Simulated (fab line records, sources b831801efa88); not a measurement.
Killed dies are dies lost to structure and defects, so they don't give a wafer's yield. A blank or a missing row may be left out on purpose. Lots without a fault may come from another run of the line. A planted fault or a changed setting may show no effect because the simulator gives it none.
fab line records | flow sky130
record lots=6 wafers=18 last_day=50
route steps=708 shown VIA3@582
lots that met no fault: from a run of the same line without faults
start_h: hours from the record's first day to the start of the lot's first wafer shown | wait_h: hours since the lot's step before | " the same as in the row above | L1.1+2: a row that stands for several wafers | - no value, or no start given | * or withheld: withheld | < > ~ a bound
route shown NAME@n: a module of which the file shows steps, and the number in the route of the first | usual: mean/standard deviation of fault-free wafers | same: alike in all rows | chamber/n: place in a boat | sites: the reading at each site | _std_site: their standard deviation | _edge_site: outer sites' mean less inner sites' | radius_mm: how far each site lies from the wafer's centre | mask NAME#n: copy n | behind: the tool/chamber that last shaped the wafer | hold: why the lot was held/for how many hours/how that ended | device: the transistor (n, p or np) that didn't switch | end of line: the same wafers' tests at the end of the route | a step without rows: its recipe alone | killed: dies lost to structure and defects at the first sort, not the wafer's yield | map: a wafer's dies, x killed, . not, _ none there
set.NAME: the setting as run; set.NAME@STEP: as run at that earlier step | model.NAME: the simulator's own value behind a step, which no gauge read
lots at some steps of the route; a table a step, a row a wafer
services: from which hour (start_h, from the record's first day; less than 0 if before it) a tool's chamber was out of use, for how many hours, and why
## steps
# step SKY_VIA3_EXPOSE_09
# recipe mask_id=VIM3 na=0.8 source_shape=annular sigma_inner=0.55 sigma_outer=0.85 target_cd_nm=200 dose_mj=38
# step SKY_VIA3_PEB_10
# recipe peb_temp_c=withheld peb_time_s=withheld resist=KrF-thick
# step SKY_VIA3_DEVELOP_11
# recipe develop_time_s=60 resist=KrF-thick dev_temp_c=21
# step SKY_VIA3_CD_MEAS_12
# recipe target_cd_nm=200
# usual cd_nm=199.9/1.7
# columns lot.wafer tool chamber start_h wait_h cd_nm
L423.1 cd_sem-02 - 961.23 - 201.7
L423.3 " - " " 202.3
L423.5 " - " " 200.7
L425.2 cd_sem-02 - 974.90 - 203.1
L425.4 " - " " 201.8
L425.6 " - " " 200.9
L430.2 cd_sem-02 - 1016.35 - 197.8
L430.4 " - " " 196.9
L430.5 " - " " 199.2
L431.3 cd_sem-02 - 1022.52 - 199.6
L431.4 " - " " 198.8
L431.6 " - " " 199.7
L437.2 cd_sem-01 - 1068.35 - 199.6
L437.5 " - " " 200.4
L437.6 " - " " 200.0
L439.1 cd_sem-01 - 1069.78 - 203.1
L439.2 " - " " 202.4
L439.3 " - " " 202.6
# step SKY_VIA3_OVL_MEAS_13
# usual VIA3_OVL=4/5.4
# columns lot.wafer tool chamber start_h wait_h VIA3_OVL[nm]
L423.1 overlay-02 - 961.35 0.1 10
L423.3 " - " " 4
L423.5 " - " " 5
L425.2 overlay-02 - 975.01 0.1 -4
L425.4 " - " " 2
L425.6 " - " " 8
L430.2 overlay-01 - 1016.46 0.1 10
L430.4 " - " " 9
L430.5 " - " " 15
L431.3 overlay-01 - 1022.61 0.1 1
L431.4 " - " " 12
L431.6 " - " " 3
L437.2 overlay-02 - 1068.46 0.1 9
L437.5 " - " " 14
L437.6 " - " " 4
L439.1 overlay-01 - 1069.90 0.1 7
L439.2 " - " " 2
L439.3 " - " " 4
# step SKY_VIA3_ETCH_14
# recipe chemistry=N2/H2 target=BARC ion_energy_ev=200 source_w=500 bias_w=100 pressure_mtorr=30 n2_flow_sccm=100 h2_flow_sccm=200 stop_on=SiO2 time_s=45.9 target_depth_a=600
# usual drypump_motor_current_A=5.5/0.57 oes_product_au=0.851/0.0048 rf_fwd_power_W=495.8/1.8 throttle_valve_pct=13.224/0.0089
# columns lot.wafer tool chamber start_h wait_h drypump_motor_current_A oes_product_au rf_fwd_power_W rf_hours_counter_h throttle_valve_pct
L423.1 rie_diel-04 3 961.39 0.0 6.6 0.857 498.1 27 13.222
L423.3 " 1 " " 6.2 0.843 495.3 5 13.219
L423.5 " 3 " " 6.6 0.858 495.9 - 13.224
L425.2 rie_diel-04 3 975.04 0.0 6.6 0.850 497.2 27 13.228
L425.4 " 0 " " 5.8 0.846 498.8 12 13.220
L425.6 " 0 " " 5.8 0.848 496.1 - 13.225
L430.2 rie_diel-04 3 1016.49 0.0 6.6 0.847 496.6 28 13.220
L430.4 " 1 " " 6.2 0.843 497.8 7 13.237
L430.5 " 3 " " 6.6 0.856 497.2 - 13.216
L431.3 rie_diel-03 1 1022.64 0.0 5.5 0.858 497.1 16 13.220
L431.4 " 3 " " 5.1 0.848 494.2 12 13.218
L431.6 " 0 " " 5.3 0.853 495.3 - 13.230
L437.2 rie_diel-02 0 1068.49 0.0 4.7 0.849 495.8 21 13.233
L437.5 " 2 " " 5.9 0.847 493.4 - 13.223
L437.6 " 3 " " 4.7 0.849 497.7 - 13.230
L439.1 rie_diel-04 0 1069.94 0.0 5.8 0.851 496.3 15 13.219
L439.2 " 2 " " 6.1 0.853 498.2 16 13.223
L439.3 " 1 " " 6.2 0.847 494.3 8 13.217
# step SKY_VIA3_ETCH_15
# recipe target=SiO2 chemistry=C4F8/O2/Ar target_depth_nm=507 stop_on=TiN mask_material=KrF-thick source_w=1500 bias_w=1200 pressure_mtorr=40 c4f8_flow_sccm=withheld O2_flow_sccm=6 Ar_flow_sccm=300 time_s=78
# usual oes_product_au=0.947/0.0048 rf_fwd_power_W=1490/5.1
# columns lot.wafer tool chamber start_h wait_h oes_product_au rf_fwd_power_W rf_hours_counter_h
L423.1 rie_diel-04 3 961.43 0.0 0.945 1482 27
L423.3 " 1 " " 0.950 1488 5
L423.5 " 3 " " 0.937 1484 -
L425.2 rie_diel-04 3 975.08 0.0 0.952 1491 27
L425.4 " 0 " " 0.945 1501 12
L425.6 " 0 " " 0.945 1494 -
L430.2 rie_diel-04 3 1016.53 0.0 0.951 1498 28
L430.4 " 1 " " 0.949 1490 7
L430.5 " 3 " " 0.948 1495 -
L431.3 rie_diel-03 1 1022.68 0.0 0.951 1489 16
L431.4 " 3 " " 0.942 1489 13
L431.6 " 0 " " 0.952 1493 -
L437.2 rie_diel-02 0 1068.53 0.0 0.948 1499 21
L437.5 " 2 " " 0.944 1483 -
L437.6 " 3 " " 0.936 1491 -
L439.1 rie_diel-04 0 1069.98 0.0 0.949 1492 15
L439.2 " 2 " " 0.952 1483 16
L439.3 " 1 " " 0.950 1488 8
# step SKY_VIA3_STRIP_16
# recipe chemistry=O2/N2 power_w=1400 pressure_mtorr=1500 platen_temp_c=withheld o2_flow_sccm=3000 n2_flow_sccm=300 overash_fraction=0.5
# usual drypump_motor_current_A=5.9/0.41 oes_product_au=0.404/0.0044 strip_time_to_endpoint_s=4.14/0.033
# columns lot.wafer tool chamber start_h wait_h drypump_motor_current_A oes_product_au rf_hours_counter_h strip_time_to_endpoint_s
L423.1 plasma_asher-03 0 961.49 0.0 5.8 0.407 22 4.16
L423.3 " 1 " " 5.5 0.404 - 4.15
L423.5 " 0 " " 5.8 0.409 - 4.16
L425.2 plasma_asher-04 0 975.14 0.0 6.6 0.405 113 4.15
L425.4 " 1 " " 5.8 0.401 - 4.17
L425.6 " 1 " " 5.8 0.410 - 4.14
L430.2 plasma_asher-04 0 1016.59 0.0 6.6 0.402 118 4.15
L430.4 " 0 " " 6.6 0.401 - 4.13
L430.5 " 0 " " 6.6 0.405 - 4.16
L431.3 plasma_asher-03 1 1022.77 0.1 5.5 0.403 - 4.16
L431.4 " 0 " " 5.8 0.409 - 4.17
L431.6 " 1 " " 5.5 0.399 - 4.16
L437.2 plasma_asher-01 0 1068.59 0.0 5.4 0.397 95 4.15
L437.5 " 0 " " 5.4 0.396 - 4.13
L437.6 " 1 " " 6.4 0.400 - 4.11
L439.1 plasma_asher-04 1 1070.04 0.0 5.8 0.395 1 4.15
L439.2 " 0 " " 6.5 0.414 1 4.08
L439.3 " 0 " " 6.5 0.409 - 4.14
# step SKY_VIA3_STRIP_17
# recipe chemistry=post_etch_residue_remover time_s=1200 temp_c=72.5
# step SKY_VIA3_CLEAN_18
# recipe chemistry=IPA time_s=180 temp_c=25
# step SKY_VIA3_CLEAN_19
# recipe chemistry=O3/DIW dry=n2_spin
# step SKY_VIA3_SPUTTER_20
# recipe material=TiN target_thk_nm=20 chamber_pressure_pa=5 power_w=4000 time_s=80
# usual throttle_valve_pct=30.2/1.1
# columns lot.wafer tool chamber start_h wait_h throttle_valve_pct
L423.1 pvd_sputter-03 - 962.14 0.0 29.8
L423.3 " - " " 31.1
L423.5 " - " " 32.6
L425.2 pvd_sputter-02 - 976.22 0.0 29.1
L425.4 " - " " 30.6
L425.6 " - " " 29.1
L430.2 pvd_sputter-02 - 1017.19 0.0 29.3
L430.4 " - " " 30.7
L430.5 " - " " 28.7
L431.3 pvd_sputter-02 - 1023.38 0.0 28.5
L431.4 " - " " 31.3
L431.6 " - " " 30.7
L437.2 pvd_sputter-03 - 1069.19 0.0 32.8
L437.5 " - " " 32.8
L437.6 " - " " 30.1
L439.1 pvd_sputter-02 - 1070.68 0.0 30.8
L439.2 " - " " 29.2
L439.3 " - " " 28.6
# step SKY_VIA3_CVD_21
# recipe material=W target_thk_nm=390 time_s=117.31 temp_c=400 pressure_torr=40
# usual chamber_pressure_Torr=40.00/0.081 heater_power_outer_w=484/49 heater_power_w=788/100
# columns lot.wafer tool chamber start_h wait_h chamber_pressure_Torr heater_power_outer_w heater_power_w
L423.1 cvd_w-01 1 962.20 0.0 39.83 558 981
L423.3 " 0 " " 39.87 425 695
L423.5 " 0 " " 39.94 445 701
L425.2 cvd_w-02 0 976.28 0.0 39.92 481 736
L425.4 " 0 " " 40.15 478 732
L425.6 " 1 " " 40.01 468 748
L430.2 cvd_w-01 0 1017.26 0.0 - - -
L430.4 " 1 " " - - -
L430.5 " 1 " " - - -
L431.3 cvd_w-01 1 1023.48 0.1 - - -
L431.4 " 0 " " - - -
L431.6 " 0 " " - - -
L437.2 cvd_w-01 1 1069.25 0.0 39.95 557 950
L437.5 " 1 " " 40.05 573 973
L437.6 " 0 " " 39.94 435 702
L439.1 cvd_w-02 0 1070.74 0.0 39.78 480 748
L439.2 " 1 " " 39.98 465 754
L439.3 " 1 " " 39.91 469 765
# step SKY_VIA3_RS_MEAS_22
# recipe thk_meas_gauge=four-point-probe reads=W_of_VIA3_CVD_21+TiN_of_VIA3_SPUTTER_20
# usual VIA3_W_RS=0.291/0.0041
# columns lot.wafer tool chamber start_h wait_h VIA3_W_RS[ohm/sq]
L423.1 film_metro-03 - 962.32 0.1 0.287
L423.3 " - " " 0.293
L423.5 " - " " 0.294
L425.2 film_metro-03 - 976.43 0.1 0.291
L425.4 " - " " 0.291
L425.6 " - " " 0.295
L430.2 film_metro-01 - 1017.40 0.1 59.331
L430.4 " - " " 59.349
L430.5 " - " " 58.396
L431.3 film_metro-03 - 1023.60 0.1 57.751
L431.4 " - " " 58.090
L431.6 " - " " 58.404
L437.2 film_metro-01 - 1069.39 0.1 0.286
L437.5 " - " " 0.287
L437.6 " - " " 0.293
L439.1 film_metro-03 - 1070.86 0.1 0.293
L439.2 " - " " 0.288
L439.3 " - " " 0.291
# step SKY_VIA3_THK_MEAS_23
# recipe thk_meas_gauge=xrf reads=W_of_VIA3_CVD_21
# usual VIA3_W_THK=388/6.5
# columns lot.wafer tool chamber start_h wait_h VIA3_W_THK[nm]
L423.1 film_metro-03 - 962.44 0.1 395
L423.3 " - " " 386
L423.5 " - " " 384
L425.2 film_metro-03 - 976.54 0.1 390
L425.4 " - " " 391
L425.6 " - " " 383
L430.2 film_metro-01 - 1017.51 0.1 <0
L430.4 " - " " <0
L430.5 " - " " <0
L431.3 film_metro-03 - 1023.70 0.1 -
L431.4 " - " " <0
L431.6 " - " " -
L437.2 film_metro-01 - 1069.50 0.1 398
L437.5 " - " " 396
L437.6 " - " " 383
L439.1 film_metro-03 - 1070.98 0.1 390
L439.2 " - " " 394
L439.3 " - " " 394
# step SKY_VIA3_CMP_24
# recipe stop_on=SiO2 t_overpolish_s=20 down_force_psi=3.5 platen_rpm=60 target_thk_nm=0 pad_velocity_m_s=0.94248
# usual motor_current_A=11.3/1.2 slurry_flow_ml_min=150.0/0.5 time_to_endpoint_s=97/3.9
# columns lot.wafer tool chamber start_h wait_h motor_current_A slurry_flow_ml_min time_to_endpoint_s
L423.1 cmp-01 3 962.50 0.1 14.0 150.1 102
L423.3 " 0 " " 11.4 150.6 99
L423.5 " 3 " " 13.5 149.6 100
L425.4 cmp-02 0 976.64 0.1 9.2 149.5 102
L425.2 " 1 " " 11.4 150.4 98
L425.6 " 3 " " 12.2 149.9 92
L430.2 cmp-01 1 1017.61 0.1 10.7 150.3 3
L430.4 " 3 " " 14.1 149.4 8
L430.5 " 0 " " 11.6 149.6 7
L431.3 cmp-01 3 1023.79 0.1 12.6 150.9 6
L431.4 " 0 " " 12.0 150.7 5
L431.6 " 2 " " 10.7 149.4 9
L437.2 cmp-01 3 1069.60 0.1 14.2 150.5 99
L437.5 " 2 " " 11.1 149.5 104
L437.6 " 3 " " 13.4 151.3 95
L439.2 cmp-02 1 1071.09 0.1 11.4 149.4 100
L439.1 " 2 " " 10.8 150.7 96
L439.3 " 3 " " 12.3 150.3 94
## services
# columns tool chamber start_h hours kind
rie_diel-04 - 940.99 1.1 repair
pvd_sputter-02 3 946.07 - consumable_replace:kit
pvd_sputter-02 3 946.07 18.0 scheduled_down
pvd_sputter-02 3 946.07 18.0 vent_cycle
rie_diel-03 0 947.33 12.4 repair
plasma_asher-01 - 951.16 2.2 repair
rie_diel-04 1 951.36 3.5 repair
plasma_asher-04 - 958.17 13.8 repair
cvd_w-02 - 960.49 0.5 repair
cmp-01 - 978.46 0.8 repair
plasma_asher-03 - 981.30 34.6 repair
cmp-02 - 1007.79 2.1 repair
cmp-01 - 1010.00 6.4 pm
plasma_asher-01 - 1016.83 14.6 pm
cmp-01 - 1018.34 0.8 repair
rie_diel-03 2 1024.72 9.9 repair
rie_diel-02 0 1040.71 1.9 repair
plasma_asher-04 - 1055.25 9.0 pm
plasma_asher-04 0 1055.25 9.0 vent_cycle
plasma_asher-04 1 1055.25 9.0 vent_cycle
rie_diel-04 3 1060.16 6.8 repair
rie_diel-03 3 1063.77 17.9 repair
plasma_asher-04 0 1064.25 - clean
rie_diel-04 - 1065.25 0.2 repair
## key
first_sign step=SKY_VIA3_CVD_21 reading=tool_record direction=missing
effect step=SKY_VIA3_RS_MEAS_22 reading=VIA3_W_RS direction=up sigmas=99+ usual=0.291 struck=58.553
effect step=SKY_VIA3_THK_MEAS_23 reading=VIA3_W_THK direction=down sigmas=59 usual=388 struck=<0
effect step=SKY_VIA3_CMP_24 reading=time_to_endpoint_s direction=down sigmas=23 usual=* struck=*
met_at SKY_VIA3_CVD_21
struck_wafers L430.2,L430.4,L430.5,L431.3,L431.4,L431.6
later_rows_left_out L430.2,L430.4,L430.5,L431.3,L431.4,L431.6
sort_left_out L430.2,L430.4,L430.5,L431.3,L431.4,L431.6
onset_between 962.20 1017.26
fault kind=skipped_step_whole tool=cvd_w-01 chamber=- onset_h=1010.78 steps=SKY_VIA3_CVD_21 scope=struck_lots_only
# sort_left_out: the simulated sort isn't trusted on such a fault, so these wafers' sort isn't shown, and their yield isn't known
# later_rows_left_out: the simulator's readings of these wafers behind a module that went badly wrong aren't trusted and aren't shown, but for the sort
